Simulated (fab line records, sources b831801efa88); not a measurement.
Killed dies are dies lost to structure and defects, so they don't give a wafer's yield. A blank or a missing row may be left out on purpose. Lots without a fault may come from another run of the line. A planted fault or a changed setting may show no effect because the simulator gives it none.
fab line records | flow gf180mcu
record lots=13 wafers=37 last_day=34
route steps=602 shown SALICIDE@284 CONTACT@298 M1@317
lots that met no fault: from a run of the same line without faults
start_h: hours from the record's first day to the start of the lot's first wafer shown | wait_h: hours since the lot's step before | " the same as in the row above | L1.1+2: a row that stands for several wafers | - no value, or no start given | * or withheld: withheld | < > ~ a bound
route shown NAME@n: a module of which the file shows steps, and the number in the route of the first | usual: mean/standard deviation of fault-free wafers | same: alike in all rows | chamber/n: place in a boat | sites: the reading at each site | _std_site: their standard deviation | _edge_site: outer sites' mean less inner sites' | radius_mm: how far each site lies from the wafer's centre | mask NAME#n: copy n | behind: the tool/chamber that last shaped the wafer | hold: why the lot was held/for how many hours/how that ended | device: the transistor (n, p or np) that didn't switch | end of line: the same wafers' tests at the end of the route | a step without rows: its recipe alone | killed: dies lost to structure and defects at the first sort, not the wafer's yield | map: a wafer's dies, x killed, . not, _ none there
set.NAME: the setting as run; set.NAME@STEP: as run at that earlier step | model.NAME: the simulator's own value behind a step, which no gauge read
steps of the route over a sample of lots; a table a step, a row a wafer
services: from which hour (start_h, from the record's first day; less than 0 if before it) a tool's chamber was out of use, for how many hours, and why
## steps
# step GF_SALICIDE_RTA_06
# recipe temp_c=530 time_s=30 ambient=N2
# usual anneal_temp_c_max=532.4/0.67 lamp_power_pct=6.42/0.25 wafer_temp_C_max=532.2/0.54
# columns lot.wafer tool chamber start_h wait_h anneal_temp_c_max lamp_power_pct wafer_temp_C_max
L673.1 rtp_anneal-02 0 340.14 0.1 532.8 6.69 531.8
L673.2 " 0 " " 534.4 6.69 531.6
L673.5 " 0 " " 533.3 6.69 532.0
L674.1 rtp_anneal-01 0 344.51 0.1 531.7 6.19 532.8
L674.4 " 0 " " 532.1 6.18 532.4
L674.6 " 0 " " 531.6 6.18 532.8
L675.3 rtp_anneal-01 0 348.67 0.1 532.2 6.19 532.0
L675.4 " 0 " " 531.9 6.19 532.6
L675.5 " 0 " " 531.1 6.19 532.4
L676.3 rtp_anneal-02 0 363.48 0.1 532.9 6.69 531.4
L676.5 " 0 " " 532.8 6.68 531.2
L676.6 " 0 " " 532.9 6.69 532.3
L677.1 rtp_anneal-01 0 376.40 0.1 531.9 6.19 532.1
L677.5 " 0 " " 532.2 6.19 532.7
L677.6 " 0 " " 531.7 6.20 532.5
L678.2 rtp_anneal-02 0 382.71 0.1 532.8 6.70 532.4
L678.4 " 0 " " 532.8 6.69 532.2
L678.5 " 0 " " 533.2 6.68 531.7
L679.2 rtp_anneal-01 0 387.92 0.1 531.9 6.18 532.4
L679.4 " 0 " " 531.6 6.19 532.5
L679.5 " 0 " " 531.9 6.18 532.2
L680.3 rtp_anneal-02 0 403.07 0.1 532.7 6.70 532.2
L680.4 " 0 " " 532.7 6.68 531.9
L680.5 " 0 " " 532.5 6.69 531.9
L687.1 rtp_anneal-02 0 459.64 0.1 532.7 6.69 531.5
L687.3 " 0 " " 532.1 6.70 531.4
L689.3 rtp_anneal-02 0 478.34 0.1 533.5 6.69 531.8
L689.6 " 0 " " 532.4 6.69 532.0
L690.3 rtp_anneal-01 0 488.02 0.1 532.3 6.19 533.0
L690.4 " 0 " " 532.5 6.18 532.5
L690.5 " 0 " " 533.0 6.18 532.3
L695.1 rtp_anneal-02 0 530.49 0.1 533.0 6.69 531.4
L695.5 " 0 " " 532.8 6.69 532.4
L695.6 " 0 " " 532.1 6.69 532.2
L696.1 rtp_anneal-02 0 538.09 0.1 532.9 6.68 532.1
L696.3 " 0 " " 532.0 6.69 532.3
L696.4 " 0 " " 533.1 6.70 532.2
# step GF_CONTACT_EXPOSE_11
# recipe mask_id=Contact target_cd_nm=220 na=0.68 source_shape=conventional sigma_outer=0.6 dose_mj=38
# columns lot.wafer tool chamber start_h wait_h mask
L673.1+2+5 krf_scanner-01 0 351.84 - Contact#0
L674.1+4+6 krf_scanner-02 0 356.44 - Contact#0
L675.3+4+5 krf_scanner-02 0 360.95 - Contact#0
L676.3+5+6 krf_scanner-01 0 376.20 - Contact#0
L677.1+5+6 krf_scanner-01 0 388.51 - Contact#0
L678.2+4+5 krf_scanner-02 0 395.10 - Contact#0
L679.2+4+5 krf_scanner-02 0 400.76 - Contact#0
L680.3+4+5 krf_scanner-02 0 415.40 - Contact#0
L687.1+3 krf_scanner-02 0 472.59 - Contact#0
L689.3+6 krf_scanner-02 0 490.97 - Contact#0
L690.3+4+5 krf_scanner-01 0 500.82 - Contact#0
L695.1+5+6 krf_scanner-01 0 543.03 - Contact#0
L696.1+3+4 krf_scanner-02 0 550.31 - Contact#0
# step GF_CONTACT_CD_MEAS_14
# recipe target_cd_nm=220
# usual cd_nm=219.9/1.5
# columns lot.wafer tool chamber start_h wait_h cd_nm
L673.1 cd_sem-01 - 362.51 0.1 221.4
L673.2 " - " " 220.7
L673.5 " - " " 221.4
L674.1 cd_sem-01 - 367.86 0.1 216.6
L674.4 " - " " 215.9
L674.6 " - " " 218.6
L675.3 cd_sem-01 - 371.98 0.1 218.4
L675.4 " - " " 218.4
L675.5 " - " " 218.5
L676.3 cd_sem-01 - 387.38 0.1 221.2
L676.5 " - " " 219.5
L676.6 " - " " 220.7
L677.1 cd_sem-02 - 399.76 0.1 220.9
L677.5 " - " " 219.6
L677.6 " - " " 220.0
L678.2 cd_sem-01 - 406.96 0.1 220.8
L678.4 " - " " 219.0
L678.5 " - " " 220.1
L679.2 cd_sem-01 - 411.88 0.1 220.8
L679.4 " - " " 219.9
L679.5 " - " " 219.4
L680.3 cd_sem-02 - 427.65 0.1 221.7
L680.4 " - " " 222.2
L680.5 " - " " 220.6
L687.1 cd_sem-02 - 485.31 0.1 219.6
L687.3 " - " " 206.4
L689.3 cd_sem-01 - 502.48 0.1 205.0
L689.6 " - " " 203.6
L690.3 cd_sem-01 - 512.23 0.1 220.1
L690.4 " - " " 219.7
L690.5 " - " " 220.1
L695.1 cd_sem-02 - 554.24 0.2 217.5
L695.5 " - " " 217.1
L695.6 " - " " 218.2
L696.1 cd_sem-02 - 560.71 0.1 222.9
L696.3 " - " " 224.1
L696.4 " - " " 222.6
# step GF_CONTACT_CMP_27
# recipe stop_on=SiO2 down_force_psi=3.5 platen_rpm=60 t_overpolish_s=15 target_thk_nm=0 pad_velocity_m_s=0.94248
# usual head_pressure_psi=3.502/0.008 motor_current_A=11.2/0.83 overpolish_run_s=15.000/0.0092 slurry_filter_dp_kPa=13.49/0.15 time_to_endpoint_s=73/3.3
# columns lot.wafer tool chamber start_h wait_h head_pressure_psi motor_current_A overpolish_run_s slurry_filter_dp_kPa time_to_endpoint_s
L673.1 cmp-02 0 363.57 0.1 3.509 11.3 15.004 13.38 73
L673.2 " 1 " " 3.503 11.8 14.996 13.34 75
L673.5 " 3 " " 3.487 12.5 14.996 13.48 73
L674.1 cmp-01 3 368.86 0.1 3.506 11.4 14.999 13.48 75
L674.4 " 2 " " 3.500 12.4 14.996 13.61 75
L674.6 " 0 " " 3.507 11.5 14.997 13.52 73
L675.4 cmp-01 0 372.99 0.1 3.511 11.7 15.013 13.58 71
L675.3 " 1 " " 3.499 10.3 14.992 13.47 70
L675.5 " 0 " " 3.499 11.5 15.000 13.44 71
L676.3 cmp-01 1 388.39 0.1 3.498 10.2 15.001 13.55 71
L676.5 " 0 " " 3.500 12.1 15.014 13.38 73
L676.6 " 1 " " 3.494 9.8 15.002 13.52 69
L677.1 cmp-01 2 400.81 0.1 3.516 11.9 14.993 13.44 73
L677.6 " 1 " " 3.497 9.6 14.993 13.59 73
L677.5 " 2 " " 3.515 12.4 14.990 13.47 75
L678.2 cmp-01 2 408.03 0.1 3.511 12.4 14.975 13.57 73
L678.4 " 3 " " 3.500 11.3 14.994 13.61 71
L678.5 " 0 " " 3.499 10.6 14.995 13.58 71
L679.2 cmp-02 0 412.97 0.1 3.495 10.9 15.012 13.61 78
L679.4 " 1 " " 3.496 12.2 15.028 13.65 75
L679.5 " 2 " " 3.509 11.0 15.015 13.39 77
L680.3 cmp-01 3 428.61 0.0 3.493 11.5 14.995 13.57 71
L680.4 " 2 " " 3.496 12.2 14.986 13.61 68
L680.5 " 3 " " 3.483 11.4 15.011 13.56 70
L687.1 cmp-01 0 486.37 0.1 3.516 11.0 15.006 13.65 70
L687.3 " 1 " " 3.498 10.0 14.996 13.46 69
L689.3 cmp-01 2 503.55 0.1 3.502 11.3 15.014 13.51 76
L689.6 " 1 " " 3.493 9.8 14.995 14.05 70
L690.3 cmp-02 3 513.25 0.1 3.495 13.0 14.989 13.65 77
L690.4 " 0 " " 3.497 11.0 15.010 13.40 79
L690.5 " 3 " " 3.501 12.7 14.993 13.48 79
L695.1 cmp-02 1 555.42 0.1 3.499 11.8 14.990 13.29 72
L695.6 " 0 " " 3.499 11.1 14.992 13.48 77
L695.5 " 1 " " 3.512 12.0 14.994 13.47 69
L696.1 cmp-01 1 561.71 0.1 3.489 9.9 15.000 13.32 70
L696.4 " 3 " " 3.504 11.3 14.986 13.63 73
L696.3 " 0 " " 3.498 10.8 15.007 13.65 73
# step GF_M1_SPUTTER_02
# recipe material=AlCu target_thk_nm=450 power_w=10600 time_s=23.9 chamber_pressure_pa=0.4
# usual chamber_pressure_pa=0.3999/0.00074 throttle_valve_pct=29.6/1.2
# columns lot.wafer tool chamber start_h wait_h chamber_pressure_pa throttle_valve_pct
L673.1 pvd_sputter-02 - 363.95 0.0 0.4005 29.5
L673.2 " - " " 0.3999 30.0
L673.5 " - " " 0.3991 30.1
L674.1 pvd_sputter-03 - 369.31 0.0 0.4000 29.5
L674.4 " - " " 0.4004 31.4
L674.6 " - " " 0.3989 29.7
L675.3 pvd_sputter-03 - 373.39 0.0 0.4000 30.1
L675.4 " - " " 0.3997 29.4
L675.5 " - " " 0.3996 29.6
L676.3 pvd_sputter-01 - 388.77 0.0 0.4002 28.7
L676.5 " - " " 0.3986 28.6
L676.6 " - " " 0.4007 28.6
L677.1 pvd_sputter-02 - 401.19 0.0 0.3992 29.5
L677.5 " - " " 0.3988 29.3
L677.6 " - " " 0.4007 31.4
L678.2 pvd_sputter-02 - 408.37 0.0 0.4003 29.7
L678.4 " - " " 0.4010 30.2
L678.5 " - " " 0.3996 29.8
L679.2 pvd_sputter-01 - 413.30 0.0 0.3996 28.5
L679.4 " - " " 0.4007 28.7
L679.5 " - " " 0.4013 30.2
L680.3 pvd_sputter-01 - 429.04 0.0 0.3994 30.4
L680.4 " - " " 0.4007 28.9
L680.5 " - " " 0.4001 27.6
L687.1 pvd_sputter-03 - 486.75 0.0 0.3994 29.6
L687.3 " - " " 0.3991 28.5
L689.3 pvd_sputter-03 - 503.88 0.0 0.4009 29.4
L689.6 " - " " 0.4016 29.4
L690.3 pvd_sputter-03 - 513.63 0.0 0.3998 28.1
L690.4 " - " " 0.3997 31.4
L690.5 " - " " 0.4005 28.0
L695.1 pvd_sputter-02 - 555.80 0.0 0.4004 31.4
L695.5 " - " " 0.4000 30.1
L695.6 " - " " 0.4000 29.7
L696.1 pvd_sputter-01 - 562.14 0.0 0.4001 30.3
L696.3 " - " " 0.3987 28.6
L696.4 " - " " 0.3992 27.5
## services
# columns tool chamber start_h hours kind
krf_scanner-02 - 325.60 1.0 pm
cmp-01 - 326.31 1.0 repair
krf_scanner-01 - 329.99 1.3 pm
krf_scanner-02 - 332.74 1.3 pm
cmp-01 - 334.03 0.3 repair
krf_scanner-02 - 338.86 4.0 pm
krf_scanner-02 - 358.76 0.2 repair
krf_scanner-02 - 374.79 4.3 repair
rtp_anneal-02 - 385.97 5.1 pm
krf_scanner-01 - 386.55 1.0 pm
pvd_sputter-03 - 393.39 8.6 repair
krf_scanner-02 - 423.74 0.8 pm
krf_scanner-01 - 437.29 3.7 repair
krf_scanner-01 - 441.34 29.0 repair
krf_scanner-01 - 461.56 0.8 repair
krf_scanner-01 - 470.36 3.6 pm
krf_scanner-01 - 473.92 0.8 pm
krf_scanner-02 - 494.60 1.0 pm
krf_scanner-01 - 505.89 1.3 pm
krf_scanner-02 - 508.64 1.3 pm
rtp_anneal-02 - 521.93 1.2 pm
krf_scanner-01 - 534.35 0.4 repair
krf_scanner-01 - 536.66 3.0 pm
krf_scanner-01 - 555.55 1.0 pm
## key
first_sign step=GF_CONTACT_CD_MEAS_14 reading=cd_nm direction=down sigmas=9.9 usual=219.9 struck=205.0
effect none on later readings
met_at GF_CONTACT_EXPOSE_11
struck_lots L687,L689
struck_wafers L687.3,L689.3,L689.6
tester_left_out L687,L689
not_acting_at GF_SALICIDE_RTA_06,GF_CONTACT_CMP_27,GF_M1_SPUTTER_02
onset_between 415.40 472.59
fault kind=process_parameter_drift tool=krf_scanner-02 chamber=- onset_h=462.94 steps=GF_CONTACT_EXPOSE_11 channel=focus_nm offset=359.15 shape=step end_h=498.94 scope=struck_wafers_only
# tester_left_out: of these lots the tester's yield and bins aren't shown, on N5 and GAA mostly nor the transistor test; their killed dies are dies lost to structure and defects alone, not to doping, threshold or leakage, so they don't give the yield
